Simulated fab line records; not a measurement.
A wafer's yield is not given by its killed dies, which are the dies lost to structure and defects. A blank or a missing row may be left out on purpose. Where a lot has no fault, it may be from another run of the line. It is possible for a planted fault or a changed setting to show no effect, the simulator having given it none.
Matching of chambers | flow sky130 | rie-diel-04 running SKY_VIA1_ETCH_15: 4 sister chambers
The step etches SiO2 in C4F8/O2/Ar, stops on TiN, target depth 351 nm, time 54 s. 14 wafers are shown with their chamber, then 7 later ones without.

WAFERS WITH THEIR CHAMBER
wafer  | chamber | oes-product-au (a.u.) | rf-fwd-power-W (W)
L294.1 | 0       | 0.974                 | 1487
L294.5 | 1       | 0.981                 | 1494
L294.6 | 2       | 0.976                 | 1480
L293.1 | 1       | 0.984                 | 1491
L293.4 | 2       | 0.978                 | 1493
L293.5 | 0       | 0.976                 | 1485
L298.1 | 0       | 0.970                 | 1486
L298.3 | 1       | 0.980                 | 1491
L298.5 | 3       | 0.985                 | 1488
L299.2 | 0       | 0.981                 | 1484
L299.3 | 2       | 0.980                 | 1484
L299.4 | 3       | 0.984                 | 1483
L305.1 | 2       | 0.971                 | 1475
L305.3 | 3       | 0.985                 | 1489

SIGNATURES, as means of the wafers listed above
reading        | chamber 0 | chamber 1 | chamber 2 | chamber 3 | scatter within a chamber
oes-product-au | 0.97525   | 0.98167   | 0.97625   | 0.98467   | 0.00342
rf-fwd-power-W | 1485.50   | 1492.00   | 1483.00   | 1486.67   | 4.54
Rule: a wafer lies at a distance from a chamber equal to the root of the sum of squares, over the readings, of (its reading less the chamber's mean, divided by the reading's scatter). If the next closest chamber is less than 2 further off than the closest, the wafer can't be placed; otherwise it belongs to the closest. The scatter is the square root of a quotient: the sum, over the shown wafers, of each reading's squared deviation from its chamber's mean, divided by wafers minus chambers.

WAFERS MISSING THEIR CHAMBER
wafer  | oes-product-au (a.u.) | rf-fwd-power-W (W)
L305.6 | 0.978                 | 1484
L314.1 | 0.983                 | 1479
L314.4 | 0.983                 | 1491
L314.6 | 0.978                 | 1491
L315.1 | 0.980                 | 1482
L315.4 | 0.984                 | 1492
L315.6 | 0.981                 | 1489

CHAMBER TAKEN BY EACH
wafer  | from the rows above               | in truth
L305.6 | can't be placed: 2 or 0 or 3 or 1 | 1
L314.1 | can't be placed: 3 or 2 or 0 or 1 | 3
L314.4 | can't be placed: 1 or 3           | 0
L314.6 | can't be placed: 1 or 0 or 2 or 3 | 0
L315.1 | can't be placed: 2 or 0 or 3 or 1 | 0
L315.4 | can't be placed: 1 or 3           | 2
L315.6 | can't be placed: 1 or 3 or 0 or 2 | 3
Placed correctly: 0 of 7. Cannot be placed on the basis of these rows: 7; the candidates contain the true chamber in 5. Wrongly placed: 0.
